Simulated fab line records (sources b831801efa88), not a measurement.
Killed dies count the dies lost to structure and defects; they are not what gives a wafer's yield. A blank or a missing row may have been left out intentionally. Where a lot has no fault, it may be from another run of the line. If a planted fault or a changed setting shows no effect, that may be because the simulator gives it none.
fab line records	flow sky130
record: lots: 11	wafers: 33	last-day: 50
route steps=708 shown FIELD_ISO@28 VT_ADJUST_NCORE@126 VT_ADJUST_HVTR@133
lots untouched by any fault: they come from a run of this same line in which no faults occurred
start-h: hours from the record's opening day to when the first of the lot's shown wafers began	wait-h: hours from the lot's prior step to this one	" repeats the value in the row above	L1.1+2: one row covering several wafers at once	- either no value or no given start	* or withheld: withheld	< > ~ a bound
route shown NAME@n: names a module that has steps shown in the file, with the first one's number in the route	usual: the fault-free wafers' mean and standard deviation	same: alike in all rows	chamber/n: place in a boat	sites: each site's reading	_std_site: standard deviation across them	_edge_site: outer sites' mean less inner sites'	radius-mm: for every site, how far away it sits from the centre of the wafer	mask NAME#n: copy n	behind: the tool/chamber that last shaped the wafer	hold: reason for holding the lot/hours on hold/outcome of the hold	device: names the non-switching transistor (n, p or np)	end of line: tests run on the same wafers once the route is complete	for a step that has no rows: nothing shown but its recipe	killed: at the first sort, the dies lost to defects and structure; wafer yield is something else	map: a wafer's dies, marking killed ones x, the rest . and places with no die _
set.NAME: the setting the step ran with; set.NAME@STEP: the setting that earlier step ran with	model.NAME: the simulator's own value behind a step, which no gauge read
route steps across a sampled set of lots; one table per step, one row per wafer
services: from which hour (start-h, from the record's first day; less than 0 if before it) a tool's chamber was out of use, for how many hours, and why
== steps ==
step: SKY_FIELD_ISO_CMP_27
recipe: stop-on: Si3N4	t-overpolish-s: 16	down-force-psi: 4	platen-rpm: 60	target-thk-nm: 457.8	pad-velocity-m-s: 0.94248
usual: motor-current-A: 12.3/1.3	overpolish-run-s: 16.000/0.0085	time-to-endpoint-s: 111/3.6
lot.wafer	tool	chamber	start-h	wait-h	motor-current-A	overpolish-run-s	time-to-endpoint-s
L353.1	cmp-01	1	39.28	0.1	12.4	16.013	114
L353.6	"	2	"	"	11.4	16.007	110
L353.5	"	3	"	"	10.4	16.004	111
L354.4	cmp-01	2	44.30	0.0	11.1	15.996	109
L354.3	"	3	"	"	10.8	15.997	109
L354.6	"	2	"	"	10.5	16.003	107
L355.1	cmp-01	2	48.17	0.0	10.6	16.002	115
L355.4	"	3	"	"	11.0	15.998	117
L355.2	"	1	"	"	12.9	16.011	117
L359.2	cmp-01	0	67.56	0.1	13.8	16.005	111
L359.1	"	2	"	"	10.5	16.020	111
L359.6	"	3	"	"	11.6	16.023	113
L361.1	cmp-01	2	84.67	0.1	11.4	16.007	114
L361.4	"	0	"	"	14.2	15.998	112
L361.6	"	1	"	"	12.8	16.013	115
L362.2	cmp-02	3	91.43	0.0	11.2	15.998	111
L362.1	"	1	"	"	14.1	16.007	107
L362.3	"	2	"	"	13.3	16.026	113
L364.3	cmp-02	3	97.18	0.0	11.3	16.006	115
L364.4	"	0	"	"	11.0	16.013	113
L364.2	"	1	"	"	13.2	15.995	111
L372.3	cmp-02	2	138.41	0.1	13.0	16.003	110
L372.2	"	3	"	"	11.5	16.006	110
L372.5	"	0	"	"	11.7	15.996	108
L373.1	cmp-01	1	144.94	0.0	13.6	15.994	112
L373.2	"	2	"	"	10.6	15.996	109
L373.6	"	1	"	"	12.6	15.993	111
L374.1	cmp-02	3	148.43	0.0	11.4	16.002	117
L374.4	"	1	"	"	14.8	15.999	114
L374.2	"	2	"	"	13.5	16.014	118
L375.3	cmp-01	3	153.21	0.0	11.0	15.977	113
L375.4	"	0	"	"	14.2	16.003	116
L375.2	"	1	"	"	13.1	15.994	115
step: SKY_VT_ADJUST_NCORE_CD_MEAS_07
recipe: target-cd-nm: 380
usual: cd-nm: 379.7/2.4
lot.wafer	tool	chamber	start-h	wait-h	cd-nm
L353.1	cd-sem-01	-	184.12	0.1	381.9
L353.5	"	-	"	"	380.9
L353.6	"	-	"	"	383.8
L354.3	cd-sem-01	-	193.35	0.1	380.6
L354.4	"	-	"	"	379.7
L354.6	"	-	"	"	380.1
L355.1	cd-sem-01	-	200.76	0.1	380.6
L355.2	"	-	"	"	380.1
L355.4	"	-	"	"	381.0
L359.1	cd-sem-02	-	222.97	0.1	380.3
L359.2	"	-	"	"	379.9
L359.6	"	-	"	"	378.7
L361.1	cd-sem-01	-	249.76	0.1	375.6
L361.4	"	-	"	"	377.1
L361.6	"	-	"	"	376.2
L362.1	cd-sem-02	-	257.47	0.1	378.7
L362.2	"	-	"	"	380.5
L362.3	"	-	"	"	378.9
L364.2	cd-sem-02	-	263.05	0.1	377.8
L364.3	"	-	"	"	376.0
L364.4	"	-	"	"	376.6
L372.2	cd-sem-02	-	323.85	0.1	381.0
L372.3	"	-	"	"	381.8
L372.5	"	-	"	"	380.5
L373.1	cd-sem-02	-	331.72	0.1	378.2
L373.2	"	-	"	"	377.3
L373.6	"	-	"	"	376.0
L374.1	cd-sem-01	-	331.83	0.1	379.1
L374.2	"	-	"	"	380.1
L374.4	"	-	"	"	378.0
L375.2	cd-sem-01	-	342.44	0.1	379.7
L375.3	"	-	"	"	376.8
L375.4	"	-	"	"	377.9
step: SKY_VT_ADJUST_NCORE_STRIP_10
recipe: chemistry: O2/N2	power-w: 1400	pressure-mtorr: 1500	platen-temp-c: withheld	o2-flow-sccm: 3000	n2-flow-sccm: 300	overash-fraction: 0.5
usual: drypump-motor-current-A: 5.6/0.49	oes-product-au: 0.715/0.0042	strip-time-to-endpoint-s: 14.18/0.038
lot.wafer	tool	chamber	start-h	wait-h	drypump-motor-current-A	oes-product-au	rf-hours-counter-h	strip-time-to-endpoint-s
L353.1	plasma-asher-02	1	184.43	0.1	6.5	0.711	51	14.19
L353.5	"	1	"	"	6.5	0.712	-	14.18
L353.6	"	0	"	"	5.2	0.715	-	14.15
L354.3	plasma-asher-04	1	193.65	0.1	5.6	0.718	-	14.19
L354.4	"	0	"	"	5.0	0.707	-	14.14
L354.6	"	1	"	"	5.6	0.711	-	14.15
L355.1	plasma-asher-03	0	201.07	0.1	6.0	0.711	36	14.21
L355.2	"	1	"	"	5.9	0.712	36	14.20
L355.4	"	0	"	"	6.0	0.719	-	14.20
L359.1	plasma-asher-04	0	223.28	0.1	5.0	0.716	55	14.24
L359.2	"	1	"	"	5.6	0.718	55	14.26
L359.6	"	0	"	"	5.0	0.712	-	14.27
L361.1	plasma-asher-03	0	250.07	0.1	6.0	0.711	41	14.15
L361.4	"	0	"	"	6.0	0.713	-	14.16
L361.6	"	0	"	"	6.0	0.713	-	14.18
L362.1	plasma-asher-02	1	257.85	0.1	6.5	0.712	59	14.18
L362.2	"	0	"	"	5.3	0.719	59	14.19
L362.3	"	1	"	"	6.5	0.712	-	14.17
L364.2	plasma-asher-04	0	263.34	0.1	5.0	0.713	58	14.19
L364.3	"	1	"	"	5.6	0.713	-	14.16
L364.4	"	0	"	"	5.0	0.726	-	14.21
L372.2	plasma-asher-02	1	324.14	0.1	6.5	0.706	66	14.20
L372.3	"	0	"	"	5.2	0.713	-	14.22
L372.5	"	0	"	"	5.2	0.709	-	14.19
L373.1	plasma-asher-02	0	332.03	0.1	5.2	0.719	67	14.19
L373.2	"	1	"	"	6.5	0.714	67	14.16
L373.6	"	1	"	"	6.5	0.709	-	14.21
L374.1	plasma-asher-03	0	332.14	0.1	6.0	0.714	50	14.19
L374.2	"	1	"	"	5.9	0.715	50	14.24
L374.4	"	0	"	"	6.0	0.707	-	14.27
L375.2	plasma-asher-04	0	342.73	0.1	5.0	0.715	66	14.18
L375.3	"	0	"	"	5.0	0.712	-	14.20
L375.4	"	1	"	"	5.6	0.718	-	14.18
step: SKY_VT_ADJUST_HVTR_COAT_02
recipe: resist: NOVOLAK	spin-rpm: 3000	resist-thk-nm: 1140
usual: spin-speed-rpm: 2999.8/2
lot.wafer	tool	chamber	start-h	wait-h	spin-speed-rpm
L353.1	litho-track-02	0	194.27	0.1	3000.6
L353.5	"	0	"	"	3001.2
L353.6	"	0	"	"	3000.6
L354.3	litho-track-02	0	204.07	0.1	3004.7
L354.4	"	0	"	"	3001.8
L354.6	"	0	"	"	3001.4
L355.1	litho-track-04	0	211.76	0.1	2997.6
L355.2	"	0	"	"	2998.8
L355.4	"	0	"	"	2999.7
L359.1	litho-track-01	0	233.47	0.1	2998.1
L359.2	"	0	"	"	2999.9
L359.6	"	0	"	"	3000.0
L361.1	litho-track-04	0	262.21	0.1	2998.9
L361.4	"	0	"	"	2998.0
L361.6	"	0	"	"	2998.0
L362.1	litho-track-01	0	269.72	0.1	3662.7
L362.2	"	0	"	"	3665.0
L362.3	"	0	"	"	3662.6
L364.2	litho-track-01	0	275.60	0.1	3663.4
L364.3	"	0	"	"	3661.7
L364.4	"	0	"	"	3662.4
L372.2	litho-track-01	0	337.75	0.1	2998.9
L372.3	"	0	"	"	2999.3
L372.5	"	0	"	"	2999.2
L373.1	litho-track-01	0	345.07	0.1	3001.4
L373.2	"	0	"	"	2999.0
L373.6	"	0	"	"	2996.6
L374.1	litho-track-01	0	345.67	0.1	2999.7
L374.2	"	0	"	"	2998.9
L374.4	"	0	"	"	3000.4
L375.2	litho-track-02	0	355.74	0.1	2999.2
L375.3	"	0	"	"	2998.1
L375.4	"	0	"	"	3001.5
step: SKY_VT_ADJUST_HVTR_CD_MEAS_07
recipe: target-cd-nm: 380
usual: cd-nm: 379.4/2.6
lot.wafer	tool	chamber	start-h	wait-h	cd-nm
L353.1	cd-sem-01	-	204.97	0.1	385.0
L353.5	"	-	"	"	383.6
L353.6	"	-	"	"	383.9
L354.3	cd-sem-02	-	214.86	0.1	381.9
L354.4	"	-	"	"	380.4
L354.6	"	-	"	"	381.8
L355.1	cd-sem-01	-	222.67	0.1	379.1
L355.2	"	-	"	"	376.3
L355.4	"	-	"	"	378.7
L359.1	cd-sem-02	-	244.27	0.1	375.4
L359.2	"	-	"	"	377.4
L359.6	"	-	"	"	374.2
L361.1	cd-sem-02	-	274.87	0.1	376.6
L361.4	"	-	"	"	377.4
L361.6	"	-	"	"	377.5
L362.1	cd-sem-02	-	282.12	0.1	388.1
L362.2	"	-	"	"	387.1
L362.3	"	-	"	"	389.0
L364.2	cd-sem-02	-	288.04	0.1	391.6
L364.3	"	-	"	"	392.2
L364.4	"	-	"	"	394.9
L372.2	cd-sem-02	-	350.74	0.1	378.2
L372.3	"	-	"	"	378.7
L372.5	"	-	"	"	378.2
L373.1	cd-sem-01	-	358.92	0.1	378.3
L373.2	"	-	"	"	379.4
L373.6	"	-	"	"	379.7
L374.1	cd-sem-02	-	359.17	0.1	381.9
L374.2	"	-	"	"	381.4
L374.4	"	-	"	"	383.8
L375.2	cd-sem-01	-	370.14	0.1	380.4
L375.3	"	-	"	"	378.6
L375.4	"	-	"	"	378.9
step: SKY_VT_ADJUST_HVTR_STRIP_10
recipe: chemistry: O2/N2	power-w: 1400	pressure-mtorr: 1500	platen-temp-c: withheld	o2-flow-sccm: 3000	n2-flow-sccm: 300	overash-fraction: 0.5
usual: drypump-motor-current-A: 5.7/0.36	oes-product-au: 0.715/0.0052	strip-time-to-endpoint-s: 14.18/0.036
lot.wafer	tool	chamber	start-h	wait-h	drypump-motor-current-A	oes-product-au	rf-hours-counter-h	strip-time-to-endpoint-s
L353.1	plasma-asher-03	1	205.30	0.1	5.9	0.714	36	14.17
L353.5	"	1	"	"	5.9	0.711	-	14.20
L353.6	"	0	"	"	6.0	0.713	-	14.22
L354.3	plasma-asher-03	0	215.16	0.1	6.0	0.719	-	14.17
L354.4	"	1	"	"	5.9	0.721	-	14.19
L354.6	"	1	"	"	5.8	0.718	-	14.19
L355.1	plasma-asher-03	1	222.98	0.1	5.8	0.714	38	14.13
L355.2	"	0	"	"	6.0	0.712	38	14.19
L355.4	"	0	"	"	6.0	0.714	-	14.15
L359.1	plasma-asher-01	1	244.57	0.1	5.4	0.714	12	14.16
L359.2	"	0	"	"	5.7	0.718	12	14.20
L359.6	"	0	"	"	5.6	0.716	-	14.17
L361.1	plasma-asher-01	1	275.17	0.1	5.4	0.713	16	14.17
L361.4	"	0	"	"	5.6	0.709	-	14.13
L361.6	"	0	"	"	5.6	0.719	-	14.14
L362.1	plasma-asher-01	1	282.43	0.1	5.4	0.729	16	12.91
L362.2	"	0	"	"	5.7	0.714	16	12.89
L362.3	"	1	"	"	5.4	0.715	-	12.89
L364.2	plasma-asher-01	0	288.32	0.1	5.6	0.716	17	12.91
L364.3	"	0	"	"	5.6	0.713	-	12.93
L364.4	"	1	"	"	5.4	0.722	-	12.94
L372.2	plasma-asher-01	1	351.07	0.1	5.4	0.713	22	14.13
L372.3	"	0	"	"	5.6	0.713	-	14.12
L372.5	"	1	"	"	5.4	0.715	-	14.13
L373.1	plasma-asher-01	1	359.22	0.1	5.4	0.716	22	14.23
L373.2	"	0	"	"	5.6	0.721	22	14.18
L373.6	"	0	"	"	5.6	0.710	-	14.19
L374.1	plasma-asher-02	1	359.48	0.1	6.5	0.721	69	14.17
L374.2	"	0	"	"	5.2	0.712	69	14.16
L374.4	"	0	"	"	5.3	0.722	-	14.17
L375.2	plasma-asher-01	0	370.42	0.1	5.6	0.718	23	14.19
L375.3	"	0	"	"	5.6	0.720	-	14.23
L375.4	"	1	"	"	5.4	0.720	-	14.23
== services ==
tool	chamber	start-h	hours	kind
plasma-asher-03	-	22.30	7.1	repair
plasma-asher-01	-	43.82	1.0	repair
plasma-asher-04	-	52.65	0.7	repair
cmp-02	-	64.00	4.0	pm
cmp-01	-	64.73	1.4	repair
cmp-01	-	90.35	2.5	repair
plasma-asher-03	-	96.32	1.0	repair
plasma-asher-02	-	108.02	2.8	pm
cmp-01	-	108.65	1.1	repair
plasma-asher-01	-	108.75	9.0	pm
cmp-01	-	125.38	11.1	pm
cmp-02	-	128.36	0.9	repair
cmp-02	-	128.46	2.5	repair
plasma-asher-04	-	132.39	3.3	repair
plasma-asher-01	-	165.10	2.6	repair
plasma-asher-03	-	166.29	1.3	repair
plasma-asher-03	-	182.95	15.6	pm
cmp-01	-	232.00	4.0	pm
cmp-01	-	286.62	9.5	pm
plasma-asher-01	-	304.06	14.6	pm
cmp-01	-	306.41	1.2	repair
cmp-01	-	343.75	0.6	repair
cmp-01	-	348.04	1.6	repair
cmp-01	-	351.62	0.4	repair
== key ==
first-sign: step: SKY_VT_ADJUST_HVTR_COAT_02	reading: spin-speed-rpm	direction: up	sigmas: 99+	usual: 2999.8	struck: 3663.0
effect: step: SKY_VT_ADJUST_HVTR_CD_MEAS_07	reading: cd-nm	direction: up	sigmas: 4.3	usual: 379.4	struck: 390.5
effect: step: SKY_VT_ADJUST_HVTR_STRIP_10	reading: strip-time-to-endpoint-s	direction: down	sigmas: 36	usual: *	struck: *
met-at SKY_VT_ADJUST_HVTR_COAT_02
struck-lots L362,L364
tester-left-out L362,L364
not-acting-at SKY_FIELD_ISO_CMP_27,SKY_VT_ADJUST_NCORE_CD_MEAS_07,SKY_VT_ADJUST_NCORE_STRIP_10
onset-between 233.47 269.72
fault: kind: process-parameter-drift	tool: litho-track-01	chamber: -	onset-h: 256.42	steps: SKY_VT_ADJUST_HVTR_COAT_02	channel: spin-rpm	offset: 662.63	shape: step	end-h: 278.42	acts-in: these-recipes-only	stated: 3000
tester-left-out: of these lots the tester's yield and bins aren't shown, on N5 and GAA mostly nor the transistor test; their killed dies are dies lost to structure and defects alone, not to doping, threshold or leakage, so they don't give the yield
